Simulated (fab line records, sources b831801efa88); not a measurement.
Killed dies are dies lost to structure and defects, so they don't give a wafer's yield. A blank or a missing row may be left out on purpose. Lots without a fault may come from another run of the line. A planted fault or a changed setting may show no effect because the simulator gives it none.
fab line records | flow sky130
record lots=14 wafers=42 last_day=50
route steps=708 shown SONOS_TUNNEL@164 CONTACT@422 METAL1@451
lots that met no fault: from a run of the same line without faults
start_h: hours from the record's first day to the start of the lot's first wafer shown | wait_h: hours since the lot's step before | " the same as in the row above | L1.1+2: a row that stands for several wafers | - no value, or no start given | * or withheld: withheld | < > ~ a bound
route shown NAME@n: a module of which the file shows steps, and the number in the route of the first | usual: mean/standard deviation of fault-free wafers | same: alike in all rows | chamber/n: place in a boat | sites: the reading at each site | _std_site: their standard deviation | _edge_site: outer sites' mean less inner sites' | radius_mm: how far each site lies from the wafer's centre | mask NAME#n: copy n | behind: the tool/chamber that last shaped the wafer | hold: why the lot was held/for how many hours/how that ended | device: the transistor (n, p or np) that didn't switch | end of line: the same wafers' tests at the end of the route | a step without rows: its recipe alone | killed: dies lost to structure and defects at the first sort, not the wafer's yield | map: a wafer's dies, x killed, . not, _ none there
set.NAME: the setting as run; set.NAME@STEP: as run at that earlier step | model.NAME: the simulator's own value behind a step, which no gauge read
steps of the route over a sample of lots; a table a step, a row a wafer
services: from which hour (start_h, from the record's first day; less than 0 if before it) a tool's chamber was out of use, for how many hours, and why
## steps
# step SKY_SONOS_TUNNEL_WET_ETCH_10
# recipe chemistry=dHF target_depth_nm=14 target=SiO2 dilution=100:1 temp_c=25 time_s=280
# usual run_length_s=310/3.7
# columns lot.wafer tool chamber start_h wait_h run_length_s
L598.1 wet_bench-02 2 272.04 0.1 313
L598.2 " 2 " " 313
L598.3 " 2 " " 313
L601.4 wet_bench-02 3 289.96 0.1 313
L601.5 " 3 " " 313
L601.6 " 3 " " 313
L600.2 wet_bench-02 1 292.24 0.1 314
L600.3 " 1 " " 314
L600.4 " 1 " " 314
L606.1 wet_bench-03 3 327.79 0.1 314
L606.4 " 3 " " 314
L606.6 " 3 " " 314
L607.2 wet_bench-03 2 338.11 0.1 127
L607.3 " 2 " " 127
L607.6 " 2 " " 127
L609.2 wet_bench-03 2 354.66 0.1 126
L609.3 " 2 " " 126
L609.6 " 2 " " 126
L611.3 wet_bench-02 1 366.89 0.1 314
L611.5 " 1 " " 314
L611.6 " 1 " " 314
L612.1 wet_bench-02 3 375.64 0.1 314
L612.3 " 3 " " 314
L612.5 " 3 " " 314
L613.1 wet_bench-02 1 383.34 0.1 306
L613.2 " 1 " " 306
L613.6 " 1 " " 306
L614.1 wet_bench-02 0 390.36 0.1 306
L614.4 " 0 " " 306
L614.6 " 0 " " 306
L615.2 wet_bench-04 0 400.34 0.1 304
L615.4 " 0 " " 304
L615.6 " 0 " " 304
L616.2 wet_bench-04 0 405.84 0.1 305
L616.5 " 0 " " 305
L616.6 " 0 " " 305
L618.1 wet_bench-04 3 424.36 0.1 313
L618.2 " 3 " " 313
L618.6 " 3 " " 313
L619.1 wet_bench-04 0 435.69 0.1 312
L619.5 " 0 " " 312
L619.6 " 0 " " 312
# step SKY_CONTACT_ETCH_16
# recipe chemistry=N2/H2 target=BARC ion_energy_ev=200 source_w=500 bias_w=100 pressure_mtorr=30 n2_flow_sccm=100 h2_flow_sccm=200 stop_on=SiO2 time_s=45.9 target_depth_a=600
# usual chamber_pressure_mTorr=30.003/0.025 drypump_motor_current_A=5.6/0.46 oes_product_au=0.855/0.0045 run_length_s=74.2/0.36 throttle_valve_pct=13.224/0.0096
# columns lot.wafer tool chamber start_h wait_h chamber_pressure_mTorr drypump_motor_current_A oes_product_au rf_hours_counter_h run_length_s throttle_valve_pct
L598.1 rie_diel-02 0 764.01 0.0 29.991 5.4 0.850 4 74.9 13.248
L598.2 " 1 " " 30.005 5.0 0.845 33 74.1 13.231
L598.3 " 2 " " 30.015 6.0 0.857 27 74.7 13.228
L601.4 rie_diel-03 0 777.46 0.0 30.002 6.2 0.853 18 74.3 13.217
L601.5 " 3 " " 30.024 6.0 0.853 - 74.6 13.215
L601.6 " 0 " " 29.977 6.2 0.851 - 74.5 13.235
L600.2 rie_diel-03 1 783.94 0.0 30.015 5.6 0.860 16 74.1 13.236
L600.3 " 0 " " 29.990 6.2 0.859 18 74.3 13.215
L600.4 " 3 " " 30.024 6.0 0.855 19 74.9 13.213
L606.1 rie_diel-02 2 816.04 0.0 30.002 6.0 0.854 29 74.3 13.230
L606.4 " 3 " " 30.029 5.0 0.854 - 74.3 13.207
L606.6 " 2 " " 30.031 6.0 0.859 - 73.9 13.224
L607.2 rie_diel-02 3 824.76 0.0 29.983 5.0 0.858 2 74.3 13.222
L607.3 " 2 " " 30.014 6.0 0.860 29 74.0 13.217
L607.6 " 3 " " 29.990 5.0 0.852 - 73.9 13.221
L609.2 rie_diel-03 1 840.66 0.0 29.970 5.6 0.850 18 73.9 13.209
L609.3 " 3 " " 29.993 6.0 0.855 21 74.9 13.229
L609.6 " 0 " " 30.029 6.2 0.851 - 74.7 13.230
L611.3 rie_diel-02 3 850.46 0.0 29.971 5.0 0.853 - 74.5 13.207
L611.5 " 3 " " 30.001 5.0 0.854 - 74.1 13.221
L611.6 " 0 " " 29.972 5.4 0.852 - 74.3 13.226
L612.1 rie_diel-04 0 862.42 0.0 30.002 5.1 0.853 11 74.6 13.228
L612.3 " 2 " " 29.985 5.1 0.853 28 74.5 13.235
L612.5 " 3 " " 29.985 6.1 0.851 - 73.9 13.217
L613.1 rie_diel-02 0 869.21 0.0 30.017 5.4 0.853 8 74.3 13.218
L613.2 " 3 " " 29.973 5.0 0.852 4 74.1 13.232
L613.6 " 3 " " 29.980 5.0 0.856 - 74.0 13.220
L614.1 rie_diel-03 3 872.79 0.0 30.044 6.0 0.851 22 74.5 13.200
L614.4 " 2 " " 29.984 6.2 0.857 25 73.3 13.225
L614.6 " 0 " " 30.011 6.2 0.858 - 74.5 13.228
L615.2 rie_diel-04 0 880.21 0.0 29.979 5.1 0.853 11 74.2 13.216
L615.4 " 3 " " 30.032 6.0 0.853 - 73.9 13.226
L615.6 " 0 " " 29.965 5.1 0.857 - 74.1 13.230
L616.2 rie_diel-02 1 888.46 0.0 29.991 5.0 0.864 2 74.4 13.205
L616.5 " 3 " " 29.987 5.0 0.857 - 74.3 13.229
L616.6 " 2 " " 30.002 6.0 0.859 - 74.0 13.226
L618.1 rie_diel-02 3 898.76 0.0 30.013 5.0 0.853 5 73.9 13.231
L618.2 " 0 " " 29.949 5.4 0.842 9 74.5 13.219
L618.6 " 0 " " 30.050 5.4 0.853 - 74.6 13.216
L619.1 rie_diel-02 2 908.41 0.0 29.994 6.0 0.857 1 73.9 13.203
L619.5 " 3 " " 30.055 5.0 0.851 - 74.3 13.225
L619.6 " 2 " " 29.996 6.0 0.862 - 74.1 13.238
# step SKY_CONTACT_SPUTTER_23
# recipe material=TiN target_thk_nm=20 chamber_pressure_pa=5 power_w=4000 time_s=80
# usual throttle_valve_pct=30.3/1.1
# columns lot.wafer tool chamber start_h wait_h throttle_valve_pct
L598.1 pvd_sputter-03 - 764.83 0.0 29.5
L598.2 " - " " 27.5
L598.3 " - " " 31.0
L601.4 pvd_sputter-01 - 778.21 0.0 31.5
L601.5 " - " " 31.5
L601.6 " - " " 30.8
L600.2 pvd_sputter-02 - 784.78 0.0 29.7
L600.3 " - " " 30.5
L600.4 " - " " 31.4
L606.1 pvd_sputter-03 - 816.77 0.0 29.4
L606.4 " - " " 27.7
L606.6 " - " " 29.3
L607.2 pvd_sputter-01 - 825.49 0.0 30.4
L607.3 " - " " 31.4
L607.6 " - " " 30.6
L609.2 pvd_sputter-02 - 841.38 0.0 29.4
L609.3 " - " " 31.1
L609.6 " - " " 30.8
L611.3 pvd_sputter-03 - 851.23 0.0 29.3
L611.5 " - " " 30.6
L611.6 " - " " 29.4
L612.1 pvd_sputter-02 - 863.14 0.0 31.1
L612.3 " - " " 30.3
L612.5 " - " " 30.4
L613.1 pvd_sputter-03 - 869.93 0.0 27.6
L613.2 " - " " 30.8
L613.6 " - " " 29.1
L614.1 pvd_sputter-01 - 873.51 0.0 30.8
L614.4 " - " " 31.1
L614.6 " - " " 31.3
L615.2 pvd_sputter-01 - 880.93 0.0 30.6
L615.4 " - " " 31.3
L615.6 " - " " 31.6
L616.2 pvd_sputter-02 - 889.23 0.0 29.4
L616.5 " - " " 29.4
L616.6 " - " " 30.3
L618.1 pvd_sputter-01 - 899.48 0.0 31.0
L618.2 " - " " 31.3
L618.6 " - " " 31.2
L619.1 pvd_sputter-01 - 909.16 0.0 30.9
L619.5 " - " " 30.9
L619.6 " - " " 31.6
# step SKY_METAL1_DESCUM_17
# recipe chemistry=O2 source_power_w=150 bias_power_w=0 pressure_mtorr=10 temp_c=40 time_s=8
# usual chamber_pressure_mTorr=10.000/0.0091 drypump_motor_current_A=5.8/0.53 he_backside_leak_sccm=3.4/0.38 oes_product_au=0.996/0.0086
# columns lot.wafer tool chamber start_h wait_h chamber_pressure_mTorr drypump_motor_current_A he_backside_leak_sccm oes_product_au rf_hours_counter_h
L598.1 rie_metal-02 0 791.39 0.0 9.989 5.8 3.3 0.998 7
L598.2 " 0 " " 10.006 5.7 3.1 0.995 -
L598.3 " 0 " " 9.986 5.8 3.3 0.996 -
L601.4 rie_metal-03 0 805.32 0.0 9.997 5.4 3.7 1.025 -
L601.5 " 0 " " 9.986 5.4 3.7 1.009 -
L601.6 " 1 " " 10.006 5.1 3.1 0.985 -
L600.2 rie_metal-01 1 811.97 0.0 10.007 6.5 3.3 0.994 13
L600.3 " 0 " " 9.991 6.2 3.5 1.004 -
L600.4 " 1 " " 9.996 6.5 3.4 1.002 -
L606.1 rie_metal-02 0 842.44 0.0 10.003 5.8 3.3 0.996 11
L606.4 " 0 " " 9.995 5.8 3.2 0.994 -
L606.6 " 0 " " 9.999 5.8 3.3 0.998 -
L607.2 rie_metal-03 0 852.72 0.0 9.999 5.4 3.7 1.022 13
L607.3 " 1 " " 10.006 5.1 3.1 0.998 -
L607.6 " 0 " " 10.017 5.4 3.5 1.009 -
L609.2 rie_metal-01 1 868.52 0.0 10.011 6.5 3.2 0.992 15
L609.3 " 0 " " 10.006 6.2 3.3 1.006 -
L609.6 " 0 " " 10.000 6.2 3.2 0.993 -
L611.3 rie_metal-01 1 878.62 0.0 10.008 6.6 3.3 1.001 -
L611.5 " 0 " " 10.000 6.2 3.5 0.987 -
L611.6 " 1 " " 9.997 6.5 3.3 0.983 -
L612.1 rie_metal-02 0 889.72 0.0 10.005 5.7 3.2 1.000 13
L612.3 " 1 " " 9.995 4.9 3.1 0.994 -
L612.5 " 0 " " 10.005 5.7 3.2 1.002 -
L613.1 rie_metal-02 1 896.89 0.0 9.990 4.9 3.2 1.001 2
L613.2 " 0 " " 9.995 5.8 3.5 1.007 13
L613.6 " 0 " " 10.001 5.8 3.4 0.994 -
L614.1 rie_metal-02 1 899.71 0.0 10.015 4.9 3.2 0.991 2
L614.4 " 1 " " 9.993 4.9 3.1 0.994 -
L614.6 " 1 " " 10.002 4.9 3.2 0.987 -
L615.2 rie_metal-01 1 907.84 0.0 9.992 6.5 3.3 0.978 16
L615.4 " 0 " " 9.998 6.2 3.6 0.999 -
L615.6 " 0 " " 10.009 6.2 3.3 0.994 -
L616.2 rie_metal-01 1 915.86 0.0 10.014 6.5 3.0 0.991 16
L616.5 " 0 " " 10.005 6.2 3.5 0.993 -
L616.6 " 1 " " 9.994 6.5 3.3 0.995 -
L618.1 rie_metal-03 1 925.12 0.0 10.006 5.1 3.2 0.996 13
L618.2 " 0 " " 9.995 5.4 3.6 1.018 17
L618.6 " 1 " " 9.992 5.1 3.1 0.987 -
L619.1 rie_metal-01 0 934.79 0.0 9.991 6.2 3.4 0.985 15
L619.5 " 1 " " 9.992 6.5 3.3 0.981 -
L619.6 " 0 " " 9.988 6.2 3.4 0.989 -
## services
# columns tool chamber start_h hours kind
rie_diel-02 0 297.53 28.9 repair
pvd_sputter-01 - 300.91 1.6 repair
rie_diel-02 - 322.08 2.7 repair
wet_bench-02 - 340.93 1.4 repair
rie_diel-02 2 357.06 22.8 repair
pvd_sputter-01 - 373.11 0.6 repair
pvd_sputter-01 - 381.43 1.3 repair
rie_metal-01 - 389.24 1.4 pm
rie_diel-02 0 435.25 7.2 repair
wet_bench-02 - 444.27 12.2 repair
wet_bench-02 - 460.38 1.5 repair
pvd_sputter-01 - 484.15 1.5 repair
rie_metal-01 1 520.78 1.4 repair
rie_diel-02 - 581.14 1.1 repair
pvd_sputter-01 - 584.31 35.5 repair
wet_bench-02 - 602.85 3.4 repair
rie_diel-02 1 682.16 4.2 repair
rie_diel-02 0 705.45 3.9 repair
rie_diel-02 2 722.81 6.1 repair
rie_diel-02 - 727.16 0.4 repair
rie_diel-02 - 739.14 3.0 repair
rie_diel-02 - 781.42 1.3 repair
rie_diel-02 1 847.20 6.3 repair
wet_bench-02 - 919.42 1.9 pm
## key
first_sign step=SKY_SONOS_TUNNEL_WET_ETCH_10 reading=run_length_s direction=down sigmas=49 usual=* struck=*
effect none on later readings
met_at SKY_SONOS_TUNNEL_WET_ETCH_10
struck_lots L607,L609
struck_wafers L607.2,L607.3,L607.6,L609.2,L609.3,L609.6
sort_left_out L607.2,L607.3,L607.6,L609.2,L609.3,L609.6
tester_left_out L607,L609
not_acting_at SKY_CONTACT_ETCH_16,SKY_CONTACT_SPUTTER_23,SKY_METAL1_DESCUM_17
fault kind=process_parameter_drift tool=wet_bench-03 chamber=2 onset_h=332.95 steps=SKY_SONOS_TUNNEL_WET_ETCH_10 channel=time_s offset=* shape=step end_h=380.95 acts_in=* stated=*
# tester_left_out: of these lots the tester's yield and bins aren't shown, on N5 and GAA mostly nor the transistor test; their killed dies are dies lost to structure and defects alone, not to doping, threshold or leakage, so they don't give the yield
# sort_left_out: the simulated sort isn't trusted on such a fault, so these wafers' sort isn't shown, and their yield isn't known
